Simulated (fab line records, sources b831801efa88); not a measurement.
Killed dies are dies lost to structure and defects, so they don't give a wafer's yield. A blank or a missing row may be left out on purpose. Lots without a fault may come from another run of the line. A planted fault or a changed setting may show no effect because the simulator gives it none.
A struck lot beside a sound one | flow gf180mcu | 14 steps out of a route of 602
Sound: wafers L928.4, L928.5, L928.6. Struck: wafers L934.2, L934.4, L934.5. The cause comes at the end.
At each step with rows: each side's tool, then ch and its chambers, then its first start. Under that, the readings that differ: sound wafers | struck wafers | difference of the means | sigmas: that difference in standard deviations of wafers without a fault.
alike: readings whose means differ by less than 2 such deviations, and words and numbers that are the same on both sides. not compared: withheld readings, readings that some wafer has no value for, bounds like >300 that may hide the same value, and numbers for which the record gives no deviation and whose values overlap.
The two part at a step that has a row with sigmas, a row that says differs or no value, or rows on one side only. Numbers that don't overlap but have no deviation are shown without sigmas and don't part them. A reading that every wafer of one side lacks parts them only if that side has two wafers or more.

first, 1 step without rows for these wafers: GF_V4_SPUTTER_22 (material TiN, target thk 10 nm, time 40 s).
GF_V4_CVD_23: deposits W, target thk 350 nm, time 104.9 s.
  sound on cvd_w-02 ch 0,1, day 25 04:55; struck on cvd_w-01 ch 0,1, day 26 22:37
  alike: heater_power_w
GF_V4_RS_MEAS_24: measures by four-point-probe.
  sound on film_metro-02, day 25 05:02; struck on film_metro-02, day 26 22:45
  alike: V4_W_RS
GF_V4_THK_MEAS_25: measures by xrf.
  sound on film_metro-02, day 25 05:08; struck on film_metro-02, day 26 22:52
  alike: V4_W_THK
then, 1 step without rows for these wafers: GF_V4_CMP_26 (polishes, stops on SiO2, t overpolish 15 s, target thk 0 nm).
GF_MIM_SPUTTER_00: material Ti, target thk 37.5 nm, time 150 s.
  sound on pvd_sputter-04, day 25 05:31; struck on pvd_sputter-02, day 26 23:13
  alike: throttle_valve_pct
GF_MIM_SPUTTER_01: material TiN, target thk 30 nm, time 25 s.
  sound on pvd_sputter-04, day 25 05:35; struck on pvd_sputter-02, day 26 23:19
  alike: throttle_valve_pct
then, 1 step without rows for these wafers: GF_MIM_SPUTTER_02 (material AlCu, target thk 450 nm, time 23.9 s).
GF_MIM_SPUTTER_03: material Ti, target thk 10 nm, time 6.7 s.
  sound on pvd_sputter-04, day 25 05:38; struck on pvd_sputter-02, day 26 23:22
  alike: throttle_valve_pct
then, 1 step without rows for these wafers: GF_MIM_SPUTTER_04 (material TiN, target thk 50 nm, time 41.7 s).
GF_MIM_CVD_05: deposits Si3N4, target thk 42 nm, time 29.086 s.
  sound on pecvd-02 ch 0,1,2, day 25 05:42; struck on pecvd-02 ch 0,1,2, day 26 23:26
  alike: heater_power_w, rf_fwd_power_W
GF_MIM_THK_MEAS_06:
  sound on film_metro-03, day 25 05:45; struck on film_metro-01, day 26 23:29
  alike: MIM_CVD_05_THK
GF_MIM_SPUTTER_07: material TiN, target thk 60 nm, time 50 s.
  sound on pvd_sputter-02, day 25 05:47; struck on pvd_sputter-01, day 26 23:32
  reading                                 | sound             | struck           | difference | sigmas
  model.TiN_of_MIM_SPUTTER_07.thk_nm (nm) | 59.74 59.34 59.76 | 54.14 54.5 54.57 | -5.21      |
  alike: throttle_valve_pct
then, 1 step without rows for these wafers: GF_MIM_SPUTTER_08 (material AlCu, target thk 200 nm, time 10.6 s).

WHERE THEY PART
Nowhere in this record.

WHY: what the simulator had put in
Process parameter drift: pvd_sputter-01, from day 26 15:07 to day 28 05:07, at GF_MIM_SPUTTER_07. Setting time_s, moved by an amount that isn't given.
